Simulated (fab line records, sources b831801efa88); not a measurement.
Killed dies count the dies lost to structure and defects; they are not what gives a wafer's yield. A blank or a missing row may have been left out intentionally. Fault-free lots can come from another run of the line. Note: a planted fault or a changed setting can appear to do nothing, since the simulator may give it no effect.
Which of the tools did it? | flow sky130 | 14 lots, 42 wafers sampled, at 3 steps of a route of 708

== WHAT THE GAUGES READ, wafer by wafer ==
SKY_LDD_N_TW_MEAS_17.
lot  | measured     | on           | LDD_N_TW
L811 | day 17 23:07 | filmMetro-02 | 2594 2587 2587
L812 | day 18 08:06 | filmMetro-03 | 2604 2600 2593
L814 | day 19 00:59 | filmMetro-04 | 2600 2599 2599
L815 | day 19 05:29 | filmMetro-03 | 2574 2577 2567
L817 | day 19 23:05 | filmMetro-02 | 2594 2587 2594
L818 | day 21 05:44 | filmMetro-03 | 2587 2591 2593
L819 | day 21 06:28 | filmMetro-03 | 2595 2579 2592
L820 | day 21 09:50 | filmMetro-03 | 2587 2611 2583
L822 | day 21 18:20 | filmMetro-04 | 2595 2592 2599
L821 | day 21 21:11 | filmMetro-02 | 2604 2607 2591
L823 | day 22 04:34 | filmMetro-04 | 2725 2724 2722
L825 | day 23 03:33 | filmMetro-02 | 2681 2677 2653
L828 | day 24 00:02 | filmMetro-03 | 2686 2685 2688
L834 | day 26 05:04 | filmMetro-04 | 2609 2606 2635

== EACH LOT AND THE TOOL THAT RAN IT (in order: tool; ch and the chambers of the sampled wafers; start) ==
lot  | SKY_LDD_N_IMPLANT_10                                                | SKY_LDD_N_STRIP_16
L811 | implanter-04 ch 0, day 17 22:07                                     | plasmaAsher-03 ch 0,1, day 17 23:01
L812 | implanter-04 ch 0, day 18 04:48                                     | plasmaAsher-03 ch 0,1, day 18 07:59
L814 | implanter-03 ch 0, day 19 00:00                                     | plasmaAsher-03 ch 1, day 19 00:52
L815 | implanter-04 ch 0, day 19 04:31                                     | plasmaAsher-03 ch 0,1, day 19 05:25
L817 | implanter-02 ch 0, day 19 22:07                                     | plasmaAsher-03 ch 0,1, day 19 23:00
L818 | implanter-02 ch 0, day 21 04:46                                     | plasmaAsher-02 ch 0,1, day 21 05:40
L819 | implanter-04 ch 0, day 21 05:29                                     | plasmaAsher-02 ch 0,1, day 21 06:22
L820 | implanter-02 ch 0, day 21 08:52                                     | plasmaAsher-01 ch 0,1, day 21 09:45
L822 | implanter-02 ch 0, day 21 17:22                                     | plasmaAsher-01 ch 0,1, day 21 18:15
L821 | implanter-03 ch 0, day 21 20:13                                     | plasmaAsher-01 ch 0,1, day 21 21:07
L823 | implanter-03 ch 0, day 22 03:08                                     | plasmaAsher-02 ch 0,1, day 22 04:29
L825 | implanter-03 ch 0, day 23 00:19 and implanter-02 ch 0, day 23 00:38 | plasmaAsher-02 ch 0,1, day 23 03:27
L828 | implanter-04 ch 0, day 23 22:43                                     | plasmaAsher-01 ch 0,1, day 23 23:56
L834 | implanter-04 ch 0, day 26 04:04                                     | plasmaAsher-01 ch 0,1, day 26 04:58
- SKY_LDD_N_IMPLANT_10
- SKY_LDD_N_STRIP_16: strips in O2/N2.

== WHAT THE TOOLS THEMSELVES READ (means of the sampled wafers that have a number; where no wafer has one, the mark that the record gives instead) ==
SKY_LDD_N_IMPLANT_10.
lot  | tool                      | faradayCurrentUA
L811 | implanter-04              | 425
L812 | implanter-04              | 418
L814 | implanter-03              | 408
L815 | implanter-04              | 426
L817 | implanter-02              | 418
L818 | implanter-02              | 423
L819 | implanter-04              | 424
L820 | implanter-02              | 423
L822 | implanter-02              | 419
L821 | implanter-03              | 420
L823 | implanter-03              | 427
L825 | implanter-03/implanter-02 | 420
L828 | implanter-04              | 425
L834 | implanter-04              | 421

SKY_LDD_N_STRIP_16.
lot  | tool           | drypumpMotorCurrentA (A) | oesProductAu (a.u.) | stripTimeToEndpointS (s)
L811 | plasmaAsher-03 | 5.9                      | 0.402               | 4.317
L812 | plasmaAsher-03 | 5.6                      | 0.411               | 4.353
L814 | plasmaAsher-03 | 6.3                      | 0.411               | 4.354
L815 | plasmaAsher-03 | 5.9                      | 0.406               | 4.325
L817 | plasmaAsher-03 | 5.9                      | 0.405               | 4.340
L818 | plasmaAsher-02 | 5.8                      | 0.408               | 4.334
L819 | plasmaAsher-02 | 5.7                      | 0.409               | 4.318
L820 | plasmaAsher-01 | 5.9                      | 0.408               | 4.320
L822 | plasmaAsher-01 | 5.9                      | 0.408               | 4.331
L821 | plasmaAsher-01 | 5.9                      | 0.399               | 4.326
L823 | plasmaAsher-02 | 5.7                      | 0.401               | 4.523
L825 | plasmaAsher-02 | 5.8                      | 0.411               | 4.551
L828 | plasmaAsher-01 | 5.7                      | 0.403               | 4.545
L834 | plasmaAsher-01 | 5.7                      | 0.408               | 4.294

== THE ANSWER, worked out from the rows above alone ==
Rule: what is usual is taken from the lots themselves. Put in order of their means at a reading, lots are off if they are a third of the lots or fewer, leave a main group of 4 or more, and stand apart from it by a gap of 3 or more times the standard deviation of the main group's means; of several such gaps the widest counts. Not used: any main group whose means are identical at the precision the tables above print for the reading. A lot without any number at a reading at which 4 lots or more have one is off too. The other lots that the step has rows for count as sound. First the gauges in route order, then the tools' own readings, where a lot's mean is used as printed above. At the first step where some lot is off, the reading lying furthest off is the one used; lots without a number count as furthest.
Off: L823, L825, L828, seen at SKY_LDD_N_TW_MEAS_17 (LDD_N_TW). Mean 2594 and standard deviation 10 in the main group.
A tool fits if, at a process step before that reading, it ran every lot that is off, and no sound lot after the first of them. The gauges at SKY_LDD_N_TW_MEAS_17 aren't tried: what is off there is off at SKY_LDD_N_STRIP_16 too, on other tools, and a gauge's error can't cause that. No candidate that was tried fits.

== WHAT THE SIMULATOR HAD PUT IN ==
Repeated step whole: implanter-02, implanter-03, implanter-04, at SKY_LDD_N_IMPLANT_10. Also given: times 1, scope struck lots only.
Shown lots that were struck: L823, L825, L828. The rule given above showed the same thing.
